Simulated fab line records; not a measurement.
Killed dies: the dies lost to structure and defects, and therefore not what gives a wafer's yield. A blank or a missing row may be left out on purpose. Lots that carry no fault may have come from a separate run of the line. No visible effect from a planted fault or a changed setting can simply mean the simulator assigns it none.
fab line records -- flow sky130
[record] lots = 13, wafers = 39, last_day = 50
route steps=708 shown METAL3@568 PAD_OPEN@708
lots untouched by any fault: they come from a run of this same line in which no faults occurred
start_h: hours from the record's first day to the start of the lot's first wafer shown -- wait_h: hours elapsed since this lot's preceding step -- " same as the row above -- L1.1+2: one row covering several wafers at once -- - no value, or no start was given -- * or withheld: withheld -- < > ~ a bound
route shown NAME@n: NAME is a module with steps in the file, n the number in the route of the first one -- usual: the fault-free wafers' mean and standard deviation -- same: alike in all rows -- chamber/n: place in a boat -- sites: per-site readings -- _std_site: the standard deviation of these -- _edge_site: mean of outer sites minus mean of inner sites -- radius_mm: for every site, how far away it sits from the centre of the wafer -- mask NAME#n: copy n -- behind: tool/chamber where the wafer was last shaped -- hold: reason for holding the lot/hours on hold/outcome of the hold -- device: whichever transistor did not switch (one of n, p or np) -- end of line: the tests these same wafers got at the end of their route -- where a step has no rows: the recipe by itself -- killed: at the first sort, the dies lost to defects and structure; wafer yield is something else -- map: a wafer's dies, x killed, . not, _ none there
set.NAME: the setting as run; set.NAME@STEP: as run at that earlier step -- model.NAME: the simulator's own value behind a step, which no gauge read
one table for each step of the route and one row for each wafer, over a sample of lots
services: the hour from which a tool's chamber was out of use, counted from the record's first day as start_h (under 0 if before that day), plus the number of hours and why
[[steps]]
[step SKY_METAL3_METAL_ETCH_18]
[recipe] target_depth_a = 8450, stop_on = SiO2, over_etch_frac = 0.3, time_s = 183.1, chemistry = Cl2/BCl3, resist_sidewall_deg = 88, pressure_mtorr = 10, icp_w = 900, bias_w = 48.5, Cl2_flow_sccm = 60, bcl3_flow_sccm = 30
[usual] drypump_motor_current_A = 5.7/0.47, he_backside_leak_sccm = 3.3/0.32, oes_product_au = 0.867/0.0067, throttle_valve_pct = 22.263/0.0084
[same] over_etch_frac = 0.3
lot.wafer,tool,chamber,start_h,wait_h,drypump_motor_current_A,he_backside_leak_sccm,oes_product_au,rf_hours_counter_h,throttle_valve_pct
L381.3,rie_metal-04,0,893.04,0.1,5.5,3.1,0.863,-,22.261
L381.4,rie_metal-04,1,893.04,0.1,5.0,3.2,0.872,-,22.256
L381.5,rie_metal-04,0,893.04,0.1,5.5,3.1,0.873,-,22.275
L383.1,rie_metal-03,1,899.26,0.0,5.4,3.5,0.863,14,22.256
L383.2,rie_metal-03,0,899.26,0.0,6.4,3.2,0.872,14,22.274
L383.6,rie_metal-03,0,899.26,0.0,6.4,3.2,0.876,-,22.262
L384.1,rie_metal-01,1,913.57,0.0,6.4,3.2,0.869,1,22.238
L384.5,rie_metal-01,0,913.57,0.0,5.8,3.5,0.872,-,22.255
L384.6,rie_metal-01,1,913.57,0.0,6.4,3.1,0.872,-,22.283
L390.3,rie_metal-03,0,959.68,0.1,6.4,3.2,0.878,-,22.249
L390.5,rie_metal-03,0,959.68,0.1,6.4,3.2,0.871,-,22.265
L390.6,rie_metal-03,1,959.68,0.1,5.3,3.6,0.851,-,22.254
L394.3,rie_metal-01,1,981.96,0.1,6.4,3.1,0.868,-,22.260
L394.4,rie_metal-01,0,981.96,0.1,5.8,5.9,0.864,-,22.267
L394.5,rie_metal-01,1,981.96,0.1,6.4,3.1,0.869,-,22.270
L395.1,rie_metal-04,0,987.42,0.0,5.5,3.2,0.879,22,22.265
L395.2,rie_metal-04,0,987.42,0.0,5.5,3.1,0.873,-,22.261
L395.5,rie_metal-04,0,987.42,0.0,5.5,3.3,0.880,-,22.284
L396.1,rie_metal-04,1,997.32,0.0,5.0,3.0,0.866,1,22.261
L396.5,rie_metal-04,1,997.32,0.0,5.0,3.3,0.866,-,22.268
L396.6,rie_metal-04,0,997.32,0.0,5.5,3.1,0.868,-,22.255
L397.1,rie_metal-01,0,1010.07,0.0,5.8,3.6,0.867,17,22.255
L397.3,rie_metal-01,1,1010.07,0.0,6.4,3.2,0.863,-,22.270
L397.4,rie_metal-01,0,1010.07,0.0,5.8,3.6,0.855,-,22.252
L401.2,rie_metal-01,1,1035.01,0.0,6.4,3.1,0.867,8,22.264
L401.4,rie_metal-01,0,1035.01,0.0,5.8,3.4,0.861,-,22.267
L401.6,rie_metal-01,0,1035.01,0.0,5.8,3.7,0.861,-,22.254
L400.1,rie_metal-03,1,1038.63,0.0,5.4,3.7,0.856,22,22.256
L400.4,rie_metal-03,0,1038.63,0.0,6.4,3.2,0.852,-,22.266
L400.5,rie_metal-03,1,1038.63,0.0,5.4,3.8,0.863,-,22.270
L402.1,rie_metal-01,0,1044.73,0.0,5.8,3.5,0.873,19,22.261
L402.3,rie_metal-01,1,1044.73,0.0,6.5,3.2,0.860,-,22.264
L402.5,rie_metal-01,1,1044.73,0.0,6.5,3.2,0.862,-,22.270
L403.1,rie_metal-04,1,1045.86,0.0,5.0,3.1,0.877,4,22.258
L403.3,rie_metal-04,0,1045.86,0.0,5.5,3.2,0.871,-,22.255
L403.6,rie_metal-04,1,1045.86,0.0,5.0,3.0,0.869,-,22.257
L404.2,rie_metal-04,0,1050.21,0.0,5.5,3.1,0.863,27,22.259
L404.3,rie_metal-04,0,1050.21,0.0,5.5,3.3,0.855,-,22.251
L404.5,rie_metal-04,1,1050.21,0.0,5.0,3.2,0.856,-,22.267
[step SKY_METAL3_STRIP_19]
[recipe] chemistry = O2/N2, power_w = 1400, pressure_mtorr = 1500, platen_temp_c = withheld, o2_flow_sccm = 3000, n2_flow_sccm = 300, overash_fraction = 0.5
[usual] drypump_motor_current_A = 5.7/0.61, n2_flow_sccm = 300.0/0.92, oes_product_au = 0.500/0.0055, strip_time_to_endpoint_s = 6.49/0.083
lot.wafer,tool,chamber,start_h,wait_h,drypump_motor_current_A,n2_flow_sccm,oes_product_au,rf_hours_counter_h,strip_time_to_endpoint_s
L381.3,plasma_asher-02,1,893.20,0.1,5.5,299.0,0.501,-,6.44
L381.4,plasma_asher-02,0,893.20,0.1,6.1,298.9,0.503,-,6.46
L381.5,plasma_asher-02,1,893.20,0.1,5.5,299.2,0.505,-,6.46
L383.1,plasma_asher-02,0,899.43,0.1,6.1,300.3,0.500,102,6.46
L383.2,plasma_asher-02,1,899.43,0.1,5.5,300.3,0.495,102,6.43
L383.6,plasma_asher-02,0,899.43,0.1,6.1,301.0,0.507,-,6.44
L384.1,plasma_asher-01,1,913.75,0.1,5.0,299.9,0.502,17,6.44
L384.5,plasma_asher-01,1,913.75,0.1,5.0,300.0,0.504,-,6.60
L384.6,plasma_asher-01,0,913.75,0.1,6.4,300.2,0.496,-,6.47
L390.3,plasma_asher-01,1,959.83,0.1,5.0,299.2,0.512,-,6.62
L390.5,plasma_asher-01,0,959.83,0.1,6.4,301.2,0.501,-,6.53
L390.6,plasma_asher-01,1,959.83,0.1,5.0,298.9,0.554,-,7.81
L394.3,plasma_asher-01,1,982.12,0.1,5.0,301.1,0.492,-,6.35
L394.4,plasma_asher-01,0,982.12,0.1,6.4,299.2,0.491,-,6.43
L394.5,plasma_asher-01,0,982.12,0.1,6.4,298.2,0.493,-,6.31
L395.1,plasma_asher-01,1,987.78,0.3,5.0,301.2,0.494,24,6.57
L395.2,plasma_asher-01,0,987.78,0.3,6.4,300.5,0.501,24,6.52
L395.5,plasma_asher-01,1,987.78,0.3,5.0,300.4,0.507,-,6.54
L396.1,plasma_asher-04,0,997.50,0.1,6.1,300.9,0.508,57,6.59
L396.5,plasma_asher-04,1,997.50,0.1,5.2,299.9,0.506,-,6.62
L396.6,plasma_asher-04,0,997.50,0.1,6.1,299.4,0.508,-,6.48
L397.1,plasma_asher-04,0,1010.24,0.1,6.1,300.8,0.499,58,6.51
L397.3,plasma_asher-04,0,1010.24,0.1,6.2,299.7,0.497,-,6.36
L397.4,plasma_asher-04,1,1010.24,0.1,5.2,300.6,0.498,-,6.47
L401.2,plasma_asher-01,0,1035.18,0.1,6.4,299.5,0.502,29,6.44
L401.4,plasma_asher-01,1,1035.18,0.1,5.0,299.8,0.494,-,6.51
L401.6,plasma_asher-01,0,1035.18,0.1,6.4,299.5,0.499,-,6.50
L400.1,plasma_asher-04,1,1038.80,0.1,5.3,300.5,0.499,61,6.46
L400.4,plasma_asher-04,1,1038.80,0.1,5.2,301.5,0.487,-,6.28
L400.5,plasma_asher-04,0,1038.80,0.1,6.1,299.4,0.506,-,6.49
L402.1,plasma_asher-01,1,1044.90,0.1,5.0,299.4,0.503,30,6.49
L402.3,plasma_asher-01,1,1044.90,0.1,5.0,299.5,0.493,-,6.38
L402.5,plasma_asher-01,1,1044.90,0.1,5.0,298.8,0.488,-,6.28
L403.1,plasma_asher-04,1,1046.03,0.1,5.2,302.3,0.503,62,6.61
L403.3,plasma_asher-04,0,1046.03,0.1,6.1,301.1,0.500,-,6.50
L403.6,plasma_asher-04,1,1046.03,0.1,5.1,299.6,0.501,-,6.60
L404.2,plasma_asher-02,0,1050.38,0.1,6.1,299.6,0.513,118,6.51
L404.3,plasma_asher-02,0,1050.38,0.1,6.1,300.7,0.498,-,6.53
L404.5,plasma_asher-02,1,1050.38,0.1,5.5,302.2,0.503,-,6.59
[step SKY_PAD_OPEN_PROBE_99]
[usual] defect_limited_yield = 82.5/1.9, killed_at_M0_to_M3 = 42/7.4, killed_at_M4_up = 3.4/1.8, killed_at_contacts = 25/5.4, killed_at_front_end = 15/4.4, killed_at_other = 0.2/0.52, killed_dies = 86/9.3, killed_on_rim = 17/3.9, killed_open = 47/7.6, killed_short = 39/6.5, sort_bin_3_pad_short = 0.9/0.46, sort_bin_5_function = 10.3/1.5, sort_bin_6_memory = 6.3/1.2, sort_n_pass = 406/9.3, sort_yield_pct = 82.5/1.9
[same] gross_dies = 492, killed_at_back_side = 0, sort_bin_4_leakage[%] = 0, sort_bin_8_speed[%] = 0
lot.wafer,tool,chamber,start_h,wait_h,hold,defect_limited_yield[%],killed_at_M0_to_M3,killed_at_M4_up,killed_at_contacts,killed_at_front_end,killed_at_other,killed_dies,killed_on_rim,killed_open,killed_short,sort_bin_3_pad_short[%],sort_bin_5_function[%],sort_bin_6_memory[%],sort_n_pass,sort_yield_pct[%]
L381.3,prober-02,-,1072.08,0.2,-,80.3,58,1,24,14,0,97,20,52,45,1.0,12.0,6.7,395,80.3
L381.4,prober-02,-,1072.13,0.2,-,82.1,47,1,22,18,0,88,17,45,43,1.4,9.8,6.7,404,82.1
L381.5,prober-02,-,1072.18,0.2,-,80.7,57,4,24,10,0,95,24,50,45,1.6,10.6,7.1,397,80.7
L383.1,prober-02,-,1076.16,0.1,-,83.9,43,2,20,14,0,79,14,49,30,0.4,10.4,5.3,413,83.9
L383.2,prober-02,-,1076.21,0.1,-,83.1,48,3,25,7,0,83,20,47,36,0.6,8.3,7.9,409,83.1
L383.6,prober-02,-,1076.41,0.2,-,82.7,38,6,28,12,1,85,19,44,41,0.4,9.8,7.1,407,82.7
L384.1,prober-01,-,1087.99,0.1,-,82.3,41,6,25,14,1,87,20,43,44,1.0,8.9,7.7,405,82.3
L384.5,prober-01,-,1088.19,0.2,-,84.8,48,4,15,8,0,75,16,37,38,0.6,10.0,4.7,417,84.8
L384.6,prober-01,-,1088.24,0.2,-,84.8,33,6,23,13,0,75,15,44,31,0.6,8.5,6.1,417,84.8
L390.3,prober-01,-,1123.87,0.2,await_dispo/3.3h/release,83.3,43,4,18,17,0,82,15,50,32,0.2,10.6,5.9,410,83.3
L390.5,prober-01,-,1123.97,0.2,await_dispo/3.3h/release,84.1,48,2,13,14,1,78,15,42,36,0.4,9.1,6.3,414,84.1
L390.6,prober-01,-,1124.02,0.2,await_dispo/3.3h/release,9.8,407,1,29,6,1,444,73,38,56,0.4,82.7,7.1,48,9.8
L394.3,prober-01,-,1140.50,0.2,-,80.7,53,2,26,14,0,95,21,51,44,1.2,12.0,6.1,397,80.7
L394.4,prober-01,-,1140.55,0.2,-,81.7,49,5,15,21,0,90,14,43,47,0.8,11.8,5.7,402,81.7
L394.5,prober-01,-,1140.60,0.2,-,78.3,50,5,30,21,1,107,21,64,43,1.2,13.2,7.3,385,78.3
L395.1,prober-02,-,1143.60,0.1,-,85.4,35,0,23,14,0,72,14,40,32,0.2,7.9,6.5,420,85.4
L395.2,prober-02,-,1143.65,0.1,-,83.9,34,0,26,19,0,79,18,43,36,0.4,7.1,8.5,413,83.9
L395.5,prober-02,-,1143.80,0.2,-,82.9,45,4,25,10,0,84,15,48,36,1.4,9.6,6.1,408,82.9
L396.1,prober-02,-,1152.18,0.1,-,84.1,38,4,19,17,0,78,14,41,37,0.8,9.8,5.3,414,84.1
L396.5,prober-02,-,1152.38,0.2,-,83.3,31,4,30,17,0,82,18,46,36,0.8,10.2,5.7,410,83.3
L396.6,prober-02,-,1152.43,0.2,-,85.2,32,2,21,18,0,73,19,39,34,0.4,11.0,3.5,419,85.2
L397.1,prober-01,-,1160.47,0.1,-,81.7,45,3,26,16,0,90,17,53,37,0.6,10.8,6.9,402,81.7
L397.3,prober-01,-,1160.57,0.2,-,83.1,46,5,18,14,0,83,17,41,42,1.4,8.5,6.9,409,83.1
L397.4,prober-01,-,1160.62,0.2,-,83.7,33,2,22,22,1,80,13,41,39,0.4,7.9,7.9,412,83.7
L401.2,prober-02,-,1180.29,0.1,-,82.7,36,2,28,18,1,85,16,42,43,0.6,10.4,6.3,407,82.7
L401.4,prober-02,-,1180.39,0.2,-,85.4,37,4,24,7,0,72,16,42,30,0.4,8.7,5.5,420,85.4
L401.6,prober-02,-,1180.49,0.2,-,84.6,34,2,30,10,0,76,18,41,35,0.6,9.1,5.7,416,84.6
L400.1,prober-01,-,1182.60,0.1,-,83.1,43,2,21,16,1,83,12,37,46,1.0,9.3,6.5,409,83.1
L400.4,prober-01,-,1182.75,0.2,-,83.7,36,4,27,12,1,80,16,41,39,1.6,8.7,5.9,412,83.7
L400.5,prober-01,-,1182.80,0.2,-,82.7,33,3,33,16,0,85,15,46,39,0.6,11.4,5.3,407,82.7
L402.1,prober-02,-,1186.65,0.1,-,87.0,29,0,21,13,1,64,11,40,24,1.4,6.5,5.1,428,87.0
L402.3,prober-02,-,1186.75,0.2,-,82.5,49,4,21,12,0,86,14,45,41,0.4,8.3,8.7,406,82.5
L402.5,prober-02,-,1186.85,0.2,-,83.7,35,3,23,17,2,80,18,41,39,0.4,10.8,5.1,412,83.7
L403.1,prober-01,-,1188.15,0.1,-,83.5,33,4,25,19,0,81,16,36,45,0.2,10.8,5.5,411,83.5
L403.3,prober-01,-,1188.25,0.2,-,81.9,46,0,27,16,0,89,21,47,42,0.8,9.8,7.5,403,81.9
L403.6,prober-01,-,1188.40,0.2,-,80.7,45,0,34,16,0,95,30,46,49,1.4,11.8,6.1,397,80.7
L404.2,prober-02,-,1191.60,0.1,-,81.1,52,2,20,19,0,93,22,52,41,1.2,11.0,6.7,399,81.1
L404.3,prober-02,-,1191.65,0.2,-,83.9,44,3,18,14,0,79,12,45,34,1.6,10.0,4.5,413,83.9
L404.5,prober-02,-,1191.75,0.2,-,81.5,43,1,27,19,1,91,18,46,45,0.2,10.4,7.9,401,81.5
// killed by level:class
L381.3 VIA2:geometric_particle:open=11 CONTACT:geometric_particle:open=9 METAL1:geometric_particle:short=9 VIA1:geometric_particle:open=7 VIA3:geometric_particle:short=6 FIELD_ISO:geometric_particle:open=5 VIA2:geometric_particle:short=5 VIA3:geometric_particle:open=5
L381.4 METAL1:geometric_particle:short=12 FIELD_ISO:geometric_particle:open=11 VIA1:geometric_particle:open=8 METAL2:geometric_particle:short=7 VIA3:geometric_particle:open=7 CONTACT:geometric_particle:short=6 LI_CONTACT:geometric_particle:open=5 CONTACT:geometric_particle:open=5
L381.5 METAL2:geometric_particle:short=11 VIA3:geometric_particle:open=11 CONTACT:geometric_particle:open=9 VIA1:geometric_particle:short=7 VIA1:geometric_particle:open=7 LI_CONTACT:geometric_particle:open=6 METAL1:geometric_particle:short=6 VIA2:geometric_particle:open=5
L383.1 VIA1:geometric_particle:open=13 VIA2:geometric_particle:open=7 CONTACT:geometric_particle:open=7 FIELD_ISO:geometric_particle:open=6 METAL2:geometric_particle:short=6 LI_CONTACT:geometric_particle:open=5 CONTACT:geometric_particle:short=4 VIA1:geometric_particle:short=4
L383.2 CONTACT:geometric_particle:open=11 VIA1:geometric_particle:open=9 LI_CONTACT:geometric_particle:open=8 METAL1:geometric_particle:short=8 VIA3:geometric_particle:open=7 METAL2:geometric_particle:short=6 VIA2:geometric_particle:open=6 FIELD_ISO:geometric_particle:open=5
L383.6 CONTACT:geometric_particle:open=14 METAL2:geometric_particle:short=10 VIA1:geometric_particle:open=7 CONTACT:geometric_particle:short=6 VIA3:geometric_particle:open=6 POLY_GATE:geometric_particle:open=5 POLY_GATE:geometric_particle:short=4 VIA1:geometric_particle:short=4
L384.1 CONTACT:geometric_particle:open=10 VIA1:geometric_particle:open=8 VIA2:geometric_particle:open=8 METAL2:geometric_particle:short=6 LI_CONTACT:geometric_particle:open=6 METAL1:geometric_particle:short=6 POLY_GATE:geometric_particle:short=5 VIA1:geometric_particle:short=5
L384.5 VIA1:geometric_particle:open=12 METAL1:geometric_particle:short=10 VIA1:geometric_particle:short=5 VIA2:geometric_particle:open=5 LI_CONTACT:geometric_particle:open=4 CONTACT:geometric_particle:short=4 CONTACT:geometric_particle:open=4 POLY_GATE:geometric_particle:open=3
L384.6 VIA1:geometric_particle:open=9 VIA3:geometric_particle:open=6 LI_CONTACT:geometric_particle:open=6 CONTACT:geometric_particle:open=6 CONTACT:geometric_particle:short=5 VIA2:geometric_particle:open=5 METAL1:geometric_particle:short=4 METAL4:geometric_particle:short=4
L390.3 VIA1:geometric_particle:open=11 VIA3:geometric_particle:open=11 POLY_GATE:geometric_particle:open=5 LOCAL_INTERCONNECT:geometric_particle:short=5 METAL1:geometric_particle:short=5 VIA2:geometric_particle:open=5 FIELD_ISO:geometric_particle:open=4 LI_CONTACT:geometric_particle:open=4
L390.5 METAL2:geometric_particle:short=9 VIA1:geometric_particle:open=7 VIA2:geometric_particle:open=7 POLY_GATE:geometric_particle:open=6 CONTACT:geometric_particle:open=5 VIA3:geometric_particle:open=5 LI_CONTACT:geometric_particle:open=4 METAL3:geometric_particle:short=4
L390.6 METAL3:area_etch=350 METAL1:geometric_particle:short=11 CONTACT:geometric_particle:open=11 VIA3:geometric_particle:open=8 METAL2:geometric_particle:short=8 LOCAL_INTERCONNECT:geometric_particle:short=6 VIA2:geometric_particle:open=6 CONTACT:geometric_particle:short=5
L394.3 VIA1:geometric_particle:open=13 VIA2:geometric_particle:open=11 CONTACT:geometric_particle:open=7 VIA3:geometric_particle:open=6 FIELD_ISO:geometric_particle:short=6 METAL1:geometric_particle:short=6 METAL2:geometric_particle:short=6 LOCAL_INTERCONNECT:geometric_particle:short=5
L394.4 METAL1:geometric_particle:short=9 VIA1:geometric_particle:open=9 FIELD_ISO:geometric_particle:short=8 VIA2:geometric_particle:open=8 METAL2:geometric_particle:short=6 VIA3:geometric_particle:open=6 FIELD_ISO:geometric_particle:open=5 LI_CONTACT:geometric_particle:open=5
L394.5 VIA1:geometric_particle:open=17 LI_CONTACT:geometric_particle:open=10 FIELD_ISO:geometric_particle:short=8 VIA2:geometric_particle:open=8 FIELD_ISO:geometric_particle:open=6 CONTACT:geometric_particle:open=6 CONTACT:geometric_particle:short=6 VIA3:geometric_particle:open=6
L395.1 LI_CONTACT:geometric_particle:open=8 CONTACT:geometric_particle:open=7 VIA1:geometric_particle:open=7 METAL2:geometric_particle:short=5 VIA2:geometric_particle:open=5 FIELD_ISO:geometric_particle:short=4 VIA3:geometric_particle:open=4 METAL2:geometric_particle:open=4
L395.2 CONTACT:geometric_particle:open=9 VIA1:geometric_particle:open=9 LI_CONTACT:geometric_particle:open=8 VIA1:geometric_particle:short=6 METAL2:geometric_particle:short=6 CONTACT:geometric_particle:short=5 FIELD_ISO:geometric_particle:short=4 POLY_GATE:geometric_particle:open=4
L395.5 VIA1:geometric_particle:open=9 VIA3:geometric_particle:open=8 CONTACT:geometric_particle:short=6 CONTACT:geometric_particle:open=6 LI_CONTACT:geometric_particle:open=5 METAL1:geometric_particle:short=5 VIA1:geometric_particle:short=5 METAL2:geometric_particle:short=5
L396.1 VIA3:geometric_particle:open=11 LI_CONTACT:geometric_particle:open=7 CONTACT:geometric_particle:open=5 VIA2:geometric_particle:open=5 FIELD_ISO:geometric_particle:open=4 POLY_GATE:geometric_particle:short=4 METAL1:geometric_particle:short=4 VIA1:geometric_particle:short=4
L396.5 LI_CONTACT:geometric_particle:open=10 CONTACT:geometric_particle:open=8 VIA1:geometric_particle:open=8 FIELD_ISO:geometric_particle:short=6 METAL1:geometric_particle:short=6 LOCAL_INTERCONNECT:geometric_particle:short=5 FIELD_ISO:geometric_particle:open=4 CONTACT:geometric_particle:short=4
L396.6 VIA1:geometric_particle:open=11 FIELD_ISO:geometric_particle:short=7 FIELD_ISO:geometric_particle:open=6 METAL1:geometric_particle:short=6 LI_CONTACT:geometric_particle:open=5 CONTACT:geometric_particle:short=4 LOCAL_INTERCONNECT:geometric_particle:short=4 METAL2:geometric_particle:short=4
L397.1 VIA1:geometric_particle:open=10 LI_CONTACT:geometric_particle:open=9 CONTACT:geometric_particle:open=9 METAL2:geometric_particle:short=8 VIA3:geometric_particle:open=8 VIA1:geometric_particle:short=5 CONTACT:geometric_particle:short=3 METAL1:geometric_particle:short=3
L397.3 METAL2:geometric_particle:short=8 CONTACT:geometric_particle:open=7 VIA3:geometric_particle:open=7 METAL3:geometric_particle:short=7 VIA1:geometric_particle:open=6 VIA2:geometric_particle:open=6 METAL4:geometric_particle:short=5 FIELD_ISO:geometric_particle:short=4
L397.4 CONTACT:geometric_particle:open=7 FIELD_ISO:geometric_particle:open=6 VIA1:geometric_particle:open=6 LOCAL_INTERCONNECT:geometric_particle:short=5 VIA3:geometric_particle:open=5 FIELD_ISO:geometric_particle:short=4 POLY_GATE:geometric_particle:short=4 POLY_GATE:geometric_particle:open=4
L401.2 CONTACT:geometric_particle:open=11 VIA1:geometric_particle:open=9 METAL1:geometric_particle:short=7 FIELD_ISO:geometric_particle:short=6 LI_CONTACT:geometric_particle:open=6 CONTACT:geometric_particle:short=6 VIA3:geometric_particle:open=5 VIA1:geometric_particle:short=4
L401.4 VIA1:geometric_particle:open=13 LOCAL_INTERCONNECT:geometric_particle:short=7 CONTACT:geometric_particle:open=6 VIA3:geometric_particle:open=5 METAL2:geometric_particle:short=5 FIELD_ISO:geometric_particle:open=4 LI_CONTACT:geometric_particle:open=4 CONTACT:geometric_particle:short=3
L401.6 CONTACT:geometric_particle:open=10 VIA3:geometric_particle:open=8 LI_CONTACT:geometric_particle:open=6 CONTACT:geometric_particle:short=6 VIA1:geometric_particle:open=6 LOCAL_INTERCONNECT:geometric_particle:short=5 METAL2:geometric_particle:short=5 FIELD_ISO:geometric_particle:open=3
L400.1 VIA1:geometric_particle:open=13 LOCAL_INTERCONNECT:geometric_particle:short=7 LI_CONTACT:geometric_particle:open=6 VIA2:geometric_particle:short=6 LI_CONTACT:geometric_particle:short=5 METAL1:geometric_particle:short=5 VIA2:geometric_particle:open=5 FIELD_ISO:geometric_particle:open=4
L400.4 VIA1:geometric_particle:open=8 LI_CONTACT:geometric_particle:open=7 LOCAL_INTERCONNECT:geometric_particle:short=7 VIA3:geometric_particle:open=7 CONTACT:geometric_particle:open=6 METAL1:geometric_particle:short=6 LI_CONTACT:geometric_particle:short=4 METAL2:geometric_particle:short=4
L400.5 VIA1:geometric_particle:open=12 CONTACT:geometric_particle:open=10 CONTACT:geometric_particle:short=9 LI_CONTACT:geometric_particle:open=5 VIA2:geometric_particle:open=5 FIELD_ISO:geometric_particle:short=4 LI_CONTACT:geometric_particle:short=4 METAL2:geometric_particle:short=4
L402.1 VIA2:geometric_particle:open=8 LI_CONTACT:geometric_particle:open=7 CONTACT:geometric_particle:open=7 VIA3:geometric_particle:open=5 FIELD_ISO:geometric_particle:short=4 CONTACT:geometric_particle:short=4 VIA1:geometric_particle:open=3 VIA1:geometric_particle:short=3
L402.3 VIA1:geometric_particle:open=9 VIA2:geometric_particle:open=9 CONTACT:geometric_particle:short=7 VIA3:geometric_particle:open=7 METAL1:geometric_particle:short=5 CONTACT:geometric_particle:open=5 FIELD_ISO:geometric_particle:open=4 VIA2:geometric_particle:short=4
L402.5 CONTACT:geometric_particle:open=12 VIA2:geometric_particle:open=9 METAL2:geometric_particle:short=8 FIELD_ISO:geometric_particle:short=4 POLY_GATE:geometric_particle:short=4 LI_CONTACT:geometric_particle:open=4 CONTACT:geometric_particle:short=4 METAL1:geometric_particle:short=4
L403.1 CONTACT:geometric_particle:short=7 FIELD_ISO:geometric_particle:short=6 LI_CONTACT:geometric_particle:open=6 CONTACT:geometric_particle:open=6 VIA3:geometric_particle:open=6 METAL1:geometric_particle:short=6 METAL2:geometric_particle:short=5 VIA2:geometric_particle:short=4
L403.3 CONTACT:geometric_particle:open=12 VIA1:geometric_particle:open=8 VIA2:geometric_particle:open=7 METAL3:geometric_particle:short=6 POLY_GATE:geometric_particle:short=5 METAL1:geometric_particle:short=5 VIA1:geometric_particle:short=5 VIA3:geometric_particle:open=5
L403.6 CONTACT:geometric_particle:open=12 LI_CONTACT:geometric_particle:open=10 VIA1:geometric_particle:open=9 VIA1:geometric_particle:short=9 LOCAL_INTERCONNECT:geometric_particle:short=6 METAL1:geometric_particle:short=6 METAL2:geometric_particle:short=6 FIELD_ISO:geometric_particle:open=5
L404.2 VIA1:geometric_particle:open=11 POLY_GATE:geometric_particle:open=7 LI_CONTACT:geometric_particle:open=7 METAL2:geometric_particle:short=7 VIA2:geometric_particle:open=7 CONTACT:geometric_particle:open=6 VIA1:geometric_particle:short=6 POLY_GATE:geometric_particle:short=5
L404.3 LI_CONTACT:geometric_particle:open=9 VIA2:geometric_particle:open=8 VIA1:geometric_particle:open=8 FIELD_ISO:geometric_particle:short=6 METAL2:geometric_particle:short=6 VIA1:geometric_particle:short=5 VIA3:geometric_particle:open=5 POLY_GATE:geometric_particle:open=4
L404.5 VIA3:geometric_particle:open=14 LI_CONTACT:geometric_particle:open=8 VIA1:geometric_particle:open=8 POLY_GATE:geometric_particle:short=7 CONTACT:geometric_particle:open=7 LI_CONTACT:geometric_particle:short=5 CONTACT:geometric_particle:short=5 VIA1:geometric_particle:short=5
[[services]]
tool,chamber,start_h,hours,kind
rie_metal-01,1,871.63,-,clean
rie_metal-01,1,871.63,21.8,scheduled_down
rie_metal-01,1,871.63,21.8,vent_cycle
plasma_asher-01,-,888.50,3.1,repair
rie_metal-01,-,906.76,0.6,repair
rie_metal-03,0,910.49,-,clean
rie_metal-03,0,910.49,15.1,scheduled_down
rie_metal-03,0,910.49,15.1,vent_cycle
rie_metal-04,1,917.99,-,clean
rie_metal-04,1,917.99,30.9,scheduled_down
rie_metal-04,1,917.99,30.9,vent_cycle
plasma_asher-01,-,922.68,2.8,pm
rie_metal-04,1,973.86,20.2,repair
plasma_asher-02,-,994.06,1.3,repair
rie_metal-01,-,995.90,0.2,repair
rie_metal-04,1,1025.74,13.0,repair
[[key]]
[first_sign] step = SKY_METAL3_STRIP_19, reading = strip_time_to_endpoint_s, direction = up, sigmas = 16, usual = *, struck = *
[effect] step = SKY_METAL3_STRIP_19, reading = oes_product_au, direction = up, sigmas = 9.7, usual = 0.500, struck = 0.554
[effect] step = SKY_PAD_OPEN_PROBE_99, reading = killed_at_M0_to_M3, direction = up, sigmas = 49, usual = 42, struck = 407
[more_kills_born_at] SKY_METAL3_METAL_ETCH_18@rie_metal-03 = 350
met_at SKY_METAL3_METAL_ETCH_18
struck_lots L390
struck_wafers L390.6
later_rows_left_out L390.6
onset_between 899.26 959.68
[fault] kind = process_parameter_drift, tool = rie_metal-03, chamber = 1, onset_h = 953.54, steps = SKY_METAL3_METAL_ETCH_18, channel = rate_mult, offset = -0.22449, shape = step, end_h = 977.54
// later_rows_left_out: the simulator's readings of these wafers behind a module that went badly wrong aren't trusted and aren't shown, but for the sort
